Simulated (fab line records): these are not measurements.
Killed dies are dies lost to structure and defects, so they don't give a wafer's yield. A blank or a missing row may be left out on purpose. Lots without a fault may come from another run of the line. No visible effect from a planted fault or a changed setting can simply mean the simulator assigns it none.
Which of the tools did it?	flow sky130	6 lots, 17 wafers sampled, at 2 steps of a route of 708

## WHAT THE GAUGES READ, wafer by wafer
SKY_VIA2_BOW_MEAS_03.
lot	measured	on	VIA2_BOW (um)
L509	day 35 12:49	film-metro-01	92 83 96
L518	day 38 12:44	film-metro-03	84 92
L521	day 39 14:12	film-metro-04	84 87 82
L526	day 40 21:19	film-metro-01	91 80 85
L531	day 42 06:54	film-metro-04	76 75 97
L530	day 42 10:04	film-metro-04	86 84 74

## WHICH TOOL RAN EACH LOT (tool, then ch and the chambers of the sampled wafers, then the start)
lot	SKY_VIA2_CMP_02
L509	cmp-02 ch 0,1,3, day 35 12:32
L518	cmp-01 ch 0,3, day 38 12:24
L521	cmp-01 ch 0,1,3, day 39 13:53
L526	cmp-02 ch 0,3, day 40 21:04
L531	cmp-01 ch 0,1, day 42 06:39
L530	cmp-01 ch 1,2,3, day 42 09:46
- SKY_VIA2_CMP_02: polishes SiO2.

## THE ANSWER, worked out from the rows above alone
Rule: the usual values come from the lots themselves. The widest of any qualifying gaps counts: lots, ordered by their means at a reading, are off when they make up no more than a third of the lots, leave a main group of 4 or more, and stand apart from it by 3 or more times the standard deviation of that group's means. A main group is skipped when, at the precision printed for the reading in the tables above, its means are all equal. A lot without any number at a reading at which 4 lots or more have one is off too. The other lots that the step has rows for count as sound.
Across all readings shown, no lot is off: no conclusion can be drawn from this.

## WHAT THE SIMULATOR PUT IN
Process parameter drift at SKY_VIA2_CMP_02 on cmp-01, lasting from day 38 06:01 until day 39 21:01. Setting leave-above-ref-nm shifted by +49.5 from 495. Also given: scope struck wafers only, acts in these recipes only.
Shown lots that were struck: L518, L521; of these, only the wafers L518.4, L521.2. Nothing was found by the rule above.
